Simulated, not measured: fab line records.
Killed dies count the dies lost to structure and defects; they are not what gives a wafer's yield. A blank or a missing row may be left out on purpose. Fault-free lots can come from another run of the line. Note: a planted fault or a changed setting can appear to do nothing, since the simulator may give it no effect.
Matching of chambers	flow sky130	SKY_LI_CONTACT_ETCH_14 on rie-diel-04: 4 sister chambers
The step etches BARC in N2/H2, stops on SiO2, time 45.9 s, target depth 60 nm. 4 wafers are shown with their chamber, then 7 later ones without.

== EACH WAFER AND ITS CHAMBER ==
wafer	chamber	drypump-motor-current-A (A)
L087.1	3	5.0
L088.5	0	6.4
L092.1	1	4.9
L092.2	2	6.4

== WAFERS WITHOUT THEIR CHAMBER ==
wafer	drypump-motor-current-A (A)
L092.6	5.0
L093.1	6.4
L093.4	5.0
L093.5	6.3
L094.1	4.9
L094.3	5.0
L094.6	6.3

== THE CHAMBER EACH PASSED THROUGH ==
wafer	from the rows above	in truth
L092.6	can't be placed: 3 or 1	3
L093.1	can't be placed: 0 or 2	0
L093.4	can't be placed: 3 or 1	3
L093.5	can't be placed: 0 or 2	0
L094.1	can't be placed: 1 or 3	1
L094.3	can't be placed: 3 or 1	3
L094.6	can't be placed: 0 or 2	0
Correct placement for 0 of the 7. From these rows, 7 cannot be placed; in 7 the true chamber is one of the candidates. 0 placed wrongly.
How it was worked out, from the rows above alone: a wafer's distance from a chamber is the root of the sum, over the readings, of the square of ((its reading less the chamber's mean) divided by the reading's scatter). If the next closest chamber is less than 2 further off than the closest, the wafer can't be placed; otherwise it belongs to the closest. Each chamber's mean is taken over the wafers shown for it. The scatter: root of mean squared gap, hidden wafer to nearest shown wafer, with one shown wafer a chamber.
